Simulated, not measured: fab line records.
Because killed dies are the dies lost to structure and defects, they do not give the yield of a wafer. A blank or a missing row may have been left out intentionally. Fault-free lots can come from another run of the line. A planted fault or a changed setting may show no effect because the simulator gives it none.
What tool caused it? || flow sky130 || 12 lots, 36 wafers sampled, at 5 steps of a route of 708

WHAT THE GAUGES READ, wafer by wafer
SKY_VIA2_OVL_MEAS_13. Usual: VIA2_OVL typically reads -2 nm, with standard deviation 5.5.
{"lot": "L216", "measured": "day 36 16:23", "on": "overlay-02", "VIA2_OVL (nm)": "-9 -12 -1", "flag": ""}
{"lot": "L217", "measured": "day 36 18:44", "on": "overlay-01", "VIA2_OVL (nm)": "0 7 -2", "flag": ""}
{"lot": "L219", "measured": "day 37 14:00", "on": "overlay-02", "VIA2_OVL (nm)": "3 -7 -4", "flag": ""}
{"lot": "L220", "measured": "day 37 20:37", "on": "overlay-01", "VIA2_OVL (nm)": "-4 1 1", "flag": ""}
{"lot": "L221", "measured": "day 38 01:48", "on": "overlay-01", "VIA2_OVL (nm)": "-3 -2 -5", "flag": ""}
{"lot": "L224", "measured": "day 39 08:28", "on": "overlay-02", "VIA2_OVL (nm)": "0 -2 -8", "flag": ""}
{"lot": "L225", "measured": "day 39 08:32", "on": "overlay-01", "VIA2_OVL (nm)": "-2 -6 -8", "flag": ""}
{"lot": "L226", "measured": "day 39 19:32", "on": "overlay-02", "VIA2_OVL (nm)": "8 1 8", "flag": ""}
{"lot": "L227", "measured": "day 40 00:11", "on": "overlay-01", "VIA2_OVL (nm)": "6 2 1", "flag": ""}
{"lot": "L235", "measured": "day 41 23:54", "on": "overlay-02", "VIA2_OVL (nm)": "-3 5 -6", "flag": ""}
{"lot": "L236", "measured": "day 42 12:41", "on": "overlay-01", "VIA2_OVL (nm)": "-1 -9 3", "flag": ""}
{"lot": "L237", "measured": "day 42 20:50", "on": "overlay-02", "VIA2_OVL (nm)": "-6 -1 -3", "flag": ""}

SKY_CAPM_THK_MEAS_01. Usual: CAPM_CVD_00_THK typically reads 15.46 nm, with standard deviation 0.22.
{"lot": "L216", "measured": "day 36 17:58", "on": "film-metro-04", "CAPM_CVD_00_THK (nm)": "15.14 15.41 15.39", "flag": ""}
{"lot": "L217", "measured": "day 36 20:37", "on": "film-metro-04", "CAPM_CVD_00_THK (nm)": "15.38 15.41 15.83", "flag": ""}
{"lot": "L219", "measured": "day 37 15:37", "on": "film-metro-03", "CAPM_CVD_00_THK (nm)": "15.16 15.60 15.35", "flag": ""}
{"lot": "L220", "measured": "day 37 22:13", "on": "film-metro-03", "CAPM_CVD_00_THK (nm)": "15.72 15.65 15.54", "flag": ""}
{"lot": "L221", "measured": "day 38 03:23", "on": "film-metro-02", "CAPM_CVD_00_THK (nm)": "15.17 15.29 15.68", "flag": ""}
{"lot": "L224", "measured": "day 39 10:04", "on": "film-metro-04", "CAPM_CVD_00_THK (nm)": "15.47 15.94 15.63", "flag": ""}
{"lot": "L225", "measured": "day 39 10:07", "on": "film-metro-02", "CAPM_CVD_00_THK (nm)": "15.08 15.21 15.43", "flag": ""}
{"lot": "L226", "measured": "day 39 21:08", "on": "film-metro-04", "CAPM_CVD_00_THK (nm)": "15.21 15.25 15.57", "flag": ""}
{"lot": "L227", "measured": "day 40 02:02", "on": "film-metro-02", "CAPM_CVD_00_THK (nm)": "15.44 15.56 15.55", "flag": ""}
{"lot": "L235", "measured": "day 42 01:32", "on": "film-metro-04", "CAPM_CVD_00_THK (nm)": "26.59 27.00 15.50 26.52 26.97 15.45", "flag": "OFF"}
{"lot": "L236", "measured": "day 42 14:16", "on": "film-metro-03", "CAPM_CVD_00_THK (nm)": "15.18 15.18 27.18 15.19 15.24 27.19", "flag": "OFF"}
{"lot": "L237", "measured": "day 42 22:26", "on": "film-metro-03", "CAPM_CVD_00_THK (nm)": "15.16 15.21 15.24", "flag": ""}

SKY_CAPM_THK_MEAS_04: measures by xrf. Usual: CAPM_TIN_THK typically reads 196.0 nm, with standard deviation 2.7.
{"lot": "L216", "measured": "day 36 18:16", "on": "film-metro-04", "CAPM_TIN_THK (nm)": "200.8 200.9 197.3", "flag": ""}
{"lot": "L217", "measured": "day 36 20:54", "on": "film-metro-02", "CAPM_TIN_THK (nm)": "194.1 197.3 194.7", "flag": ""}
{"lot": "L219", "measured": "day 37 15:55", "on": "film-metro-03", "CAPM_TIN_THK (nm)": "194.3 194.1 193.9", "flag": ""}
{"lot": "L220", "measured": "day 37 22:31", "on": "film-metro-02", "CAPM_TIN_THK (nm)": "194.4 194.3 193.5", "flag": ""}
{"lot": "L221", "measured": "day 38 03:40", "on": "film-metro-03", "CAPM_TIN_THK (nm)": "195.7 197.1 197.0", "flag": ""}
{"lot": "L224", "measured": "day 39 10:22", "on": "film-metro-03", "CAPM_TIN_THK (nm)": "193.3 195.3 194.6", "flag": ""}
{"lot": "L225", "measured": "day 39 10:25", "on": "film-metro-04", "CAPM_TIN_THK (nm)": "200.3 199.0 197.5", "flag": ""}
{"lot": "L226", "measured": "day 39 21:25", "on": "film-metro-02", "CAPM_TIN_THK (nm)": "193.3 194.1 195.5", "flag": ""}
{"lot": "L227", "measured": "day 40 02:19", "on": "film-metro-02", "CAPM_TIN_THK (nm)": "197.8 196.6 196.9", "flag": ""}
{"lot": "L235", "measured": "day 42 03:33", "on": "film-metro-03", "CAPM_TIN_THK (nm)": "193.3 193.8 194.3", "flag": ""}
{"lot": "L236", "measured": "day 43 00:55", "on": "film-metro-02", "CAPM_TIN_THK (nm)": "199.1 198.3 198.4", "flag": ""}
{"lot": "L237", "measured": "day 42 22:43", "on": "film-metro-02", "CAPM_TIN_THK (nm)": "196.2 195.6 194.5", "flag": ""}

WHICH TOOL RAN EACH LOT (tool, then ch and the chambers of the sampled wafers, then the start)
{"lot": "L216", "SKY_METAL3_SPUTTER_01": "pvd-sputter-02, day 36 17:49", "SKY_CAPM_CVD_00": "pecvd-04 ch 1,2, day 36 17:57"}
{"lot": "L217", "SKY_METAL3_SPUTTER_01": "pvd-sputter-03, day 36 20:27", "SKY_CAPM_CVD_00": "pecvd-03 ch 0,1, day 36 20:35"}
{"lot": "L219", "SKY_METAL3_SPUTTER_01": "pvd-sputter-04, day 37 15:28", "SKY_CAPM_CVD_00": "pecvd-02 ch 1,2, day 37 15:36"}
{"lot": "L220", "SKY_METAL3_SPUTTER_01": "pvd-sputter-02, day 37 22:02", "SKY_CAPM_CVD_00": "pecvd-02 ch 0,1,2, day 37 22:11"}
{"lot": "L221", "SKY_METAL3_SPUTTER_01": "pvd-sputter-02, day 38 03:14", "SKY_CAPM_CVD_00": "pecvd-04 ch 0,2, day 38 03:22"}
{"lot": "L224", "SKY_METAL3_SPUTTER_01": "pvd-sputter-02, day 39 09:53", "SKY_CAPM_CVD_00": "pecvd-02 ch 0,1,2, day 39 10:02"}
{"lot": "L225", "SKY_METAL3_SPUTTER_01": "pvd-sputter-03, day 39 09:58", "SKY_CAPM_CVD_00": "pecvd-03 ch 1,2, day 39 10:05"}
{"lot": "L226", "SKY_METAL3_SPUTTER_01": "pvd-sputter-03, day 39 20:58", "SKY_CAPM_CVD_00": "pecvd-03 ch 1,2, day 39 21:06"}
{"lot": "L227", "SKY_METAL3_SPUTTER_01": "pvd-sputter-03, day 40 01:52", "SKY_CAPM_CVD_00": "pecvd-03 ch 0,1,2, day 40 02:00"}
{"lot": "L235", "SKY_METAL3_SPUTTER_01": "pvd-sputter-02, day 42 01:23", "SKY_CAPM_CVD_00": "pecvd-03 ch 1,2, day 42 01:31"}
{"lot": "L236", "SKY_METAL3_SPUTTER_01": "pvd-sputter-03, day 42 14:07", "SKY_CAPM_CVD_00": "pecvd-03 ch 0,1,2, day 42 14:15"}
{"lot": "L237", "SKY_METAL3_SPUTTER_01": "pvd-sputter-03, day 42 22:16", "SKY_CAPM_CVD_00": "pecvd-04 ch 0,2, day 42 22:23"}
- SKY_METAL3_SPUTTER_01: material TiN, target thk 20 nm, time 16.7 s.
- SKY_CAPM_CVD_00: deposits SiO2, target thk 15.5 nm.

WHAT THE TOOLS THEMSELVES READ (means of the sampled wafers that have a number; where no wafer has one, the mark that the record gives instead)
SKY_METAL3_SPUTTER_01. Usual: throttle-valve-pct 29.8 %, standard deviation 1.1.
{"lot": "L216", "tool": "pvd-sputter-02", "throttle-valve-pct (%)": 29.5, "flag": ""}
{"lot": "L217", "tool": "pvd-sputter-03", "throttle-valve-pct (%)": 30.4, "flag": ""}
{"lot": "L219", "tool": "pvd-sputter-04", "throttle-valve-pct (%)": 29.2, "flag": ""}
{"lot": "L220", "tool": "pvd-sputter-02", "throttle-valve-pct (%)": 29.5, "flag": ""}
{"lot": "L221", "tool": "pvd-sputter-02", "throttle-valve-pct (%)": 29.6, "flag": ""}
{"lot": "L224", "tool": "pvd-sputter-02", "throttle-valve-pct (%)": 29.6, "flag": ""}
{"lot": "L225", "tool": "pvd-sputter-03", "throttle-valve-pct (%)": 30.3, "flag": ""}
{"lot": "L226", "tool": "pvd-sputter-03", "throttle-valve-pct (%)": 30.4, "flag": ""}
{"lot": "L227", "tool": "pvd-sputter-03", "throttle-valve-pct (%)": 30.3, "flag": ""}
{"lot": "L235", "tool": "pvd-sputter-02", "throttle-valve-pct (%)": 29.4, "flag": ""}
{"lot": "L236", "tool": "pvd-sputter-03", "throttle-valve-pct (%)": 30.6, "flag": ""}
{"lot": "L237", "tool": "pvd-sputter-03", "throttle-valve-pct (%)": 30.4, "flag": ""}

SKY_CAPM_CVD_00. Usual: heater-power-w 769 W, standard deviation 94.
{"lot": "L216", "tool": "pecvd-04", "heater-power-w (W)": 832, "flag": ""}
{"lot": "L217", "tool": "pecvd-03", "heater-power-w (W)": 708, "flag": ""}
{"lot": "L219", "tool": "pecvd-02", "heater-power-w (W)": 657, "flag": ""}
{"lot": "L220", "tool": "pecvd-02", "heater-power-w (W)": 706, "flag": ""}
{"lot": "L221", "tool": "pecvd-04", "heater-power-w (W)": 841, "flag": ""}
{"lot": "L224", "tool": "pecvd-02", "heater-power-w (W)": 753, "flag": ""}
{"lot": "L225", "tool": "pecvd-03", "heater-power-w (W)": 792, "flag": ""}
{"lot": "L226", "tool": "pecvd-03", "heater-power-w (W)": 791, "flag": ""}
{"lot": "L227", "tool": "pecvd-03", "heater-power-w (W)": 739, "flag": ""}
{"lot": "L235", "tool": "pecvd-03", "heater-power-w (W)": 667, "flag": ""}
{"lot": "L236", "tool": "pecvd-03", "heater-power-w (W)": 769, "flag": ""}
{"lot": "L237", "tool": "pecvd-04", "heater-power-w (W)": 800, "flag": ""}

THE ANSWER, worked out from the rows above alone
Rule: take the mean of a lot's wafers that have a number; if it is more than 3 standard deviations from the usual mean, the lot is off. Also off: a lot with no number at a reading for which 4 or more lots have one. All remaining lots with rows at the step are treated as sound. After the gauges, taken in route order, come the tools' own readings; for these a lot's mean is taken, as printed above. At the first step where some lot is off, the reading lying furthest off is the one used; lots without a number count as furthest.
Off: L235, L236, at SKY_CAPM_THK_MEAS_01 (CAPM_CVD_00_THK).
A tool fits if, at a process step before that reading, it ran every lot that is off, and no sound lot after the first of them. Those tools and the gauges at SKY_CAPM_THK_MEAS_01 are tried in the same way. One candidate fits, namely pecvd-03 at SKY_CAPM_CVD_00. A fault onset in the window from L227 (day 40 02:00, its last sound lot) to L235 (day 42 01:31, its first lot off) fits.

WHAT THE SIMULATOR HAD INSERTED
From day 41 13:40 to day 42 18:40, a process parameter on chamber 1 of pecvd-03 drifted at SKY_CAPM_CVD_00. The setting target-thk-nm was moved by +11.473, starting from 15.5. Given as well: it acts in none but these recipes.
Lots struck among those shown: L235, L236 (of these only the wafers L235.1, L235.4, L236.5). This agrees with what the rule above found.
